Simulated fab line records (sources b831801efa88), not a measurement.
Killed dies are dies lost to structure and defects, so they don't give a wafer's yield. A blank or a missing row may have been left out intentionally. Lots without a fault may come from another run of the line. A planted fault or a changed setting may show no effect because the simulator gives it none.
Comparing a struck lot with a sound one -- flow gf180mcu -- 22 steps out of a route of 602
Sound: wafers L570.2, L570.3, L570.5. Struck: wafer L574.4 (L574.1, L574.2, from the same lot, were not struck and are left out); the cause is given at the end.
At each step with rows: each side's tool, then ch and its chambers, then its first start. Under that, the readings that differ: sound wafers -- struck wafers -- difference of the means -- sigmas: that difference in standard deviations of wafers without a fault.
alike: a reading whose means differ by less than 2 such deviations, as well as words and numbers matching on both sides. not compared: withheld readings; readings where some wafer has no value; bounds like >300 that might hide an equal value; numbers whose values overlap and for which the record gives no deviation.
A row with sigmas, a row that says differs or no value, or rows on one side alone: a step with any of these is where the two part. When numbers do not overlap yet have no deviation, they are printed without sigmas and do not part them. A reading that every wafer of one side lacks parts them only if that side has two wafers or more.

first, 5 steps without rows for these wafers: GF_MVPSD_COAT_02 (resist thk 3000 nm); GF_MVPSD_SOFTBAKE_03; GF_MVPSD_EXPOSE_04 (exposes mask MVPSD, target cd 1000 nm); GF_MVPSD_PEB_05; GF_MVPSD_DEVELOP_06 (develop time 60 s).
GF_MVPSD_OVL_MEAS_07:
  sound on overlay-02, day 6 10:58; struck on overlay-01, day 7 08:19
  alike: MVPSD_OVL
then, 2 steps without rows for these wafers: GF_MVPSD_IMPLANT_08; GF_MVPSD_IMPLANT_09.
GF_MVPSD_STRIP_10: strips in O2/N2.
  sound on plasma_asher-01 ch 0,1, day 6 11:17; struck on plasma_asher-04 ch 0, day 7 08:38
  alike: chamber_pressure_mTorr, drypump_motor_current_A, heater_power_w, oes_product_au, strip_time_to_endpoint_s
  not compared: rf_hours_counter_h
GF_MVPSD_TW_MEAS_11:
  sound on film_metro-02, day 6 11:24; struck on film_metro-02, day 7 08:44
  alike: MVPSD_TW
then, 2 steps without rows for these wafers: GF_VT_IMPLANT_DEHYDRATE_00 (time 60 s); GF_VT_IMPLANT_HMDS_01 (prime time 60 s).
GF_VT_IMPLANT_COAT_02: resist thk 1000 nm.
  sound on litho_track-03 ch 0, day 6 18:06; struck on litho_track-04 ch 0, day 7 16:10
reading,sound,struck,difference,sigmas
model.NOVOLAK_of_VT_IMPLANT_COAT_02.thk_nm (nm),1003 1005 1006,959.2,-45.5,
  alike: dispense_pressure_kPa
then, 3 steps without rows for these wafers: GF_VT_IMPLANT_SOFTBAKE_03 (time 60 s); GF_VT_IMPLANT_EXPOSE_04 (exposes mask LVPWELL LV AREA, target cd 600 nm); GF_VT_IMPLANT_PEB_05.
GF_VT_IMPLANT_DEVELOP_06: develop time 60 s.
  sound on litho_track-03 ch 0, day 7 01:45; struck on litho_track-04 ch 0, day 7 23:31
reading,sound,struck,difference,sigmas
model.NOVOLAK_of_VT_IMPLANT_COAT_02.thk_nm (nm),1002 1005 1005,958.7,-45.3,
GF_VT_IMPLANT_OVL_MEAS_07:
  sound on overlay-02, day 7 01:53; struck on overlay-01, day 7 23:40
  alike: VT_IMPLANT_OVL
next, for these wafers, 1 step has no rows: GF_VT_IMPLANT_IMPLANT_08.
GF_VT_IMPLANT_STRIP_09: strips in O2/N2.
  sound on plasma_asher-03 ch 0,1, day 7 02:04; struck on plasma_asher-04 ch 0, day 7 23:51
reading,sound,struck,difference,sigmas
strip_time_to_endpoint_s (s),12.66 12.70 12.69,12.15,-0.53,-16
  alike: chamber_pressure_mTorr, drypump_motor_current_A, heater_power_w, oes_product_au
  not compared: rf_hours_counter_h
GF_VT_IMPLANT_TW_MEAS_10:
  sound on film_metro-03, day 7 02:10; struck on film_metro-01, day 7 23:57
  alike: VT_IMPLANT_TW
-- the record jumps here: 24 days lie between the struck wafers' starts before and after (it left off in module VT_IMPLANT and takes up again in module PASSIVATION, whose first step shown is number 602 of the route) --
GF_PASSIVATION_PROBE_99:
  the record has rows for the struck wafers here (prober-01, day 31 14:22) and none for the sound ones

## WHERE THEY PART
Earliest at GF_VT_IMPLANT_STRIP_09; latest, in this record, at GF_PASSIVATION_PROBE_99.

WHY: the cause the simulator had injected
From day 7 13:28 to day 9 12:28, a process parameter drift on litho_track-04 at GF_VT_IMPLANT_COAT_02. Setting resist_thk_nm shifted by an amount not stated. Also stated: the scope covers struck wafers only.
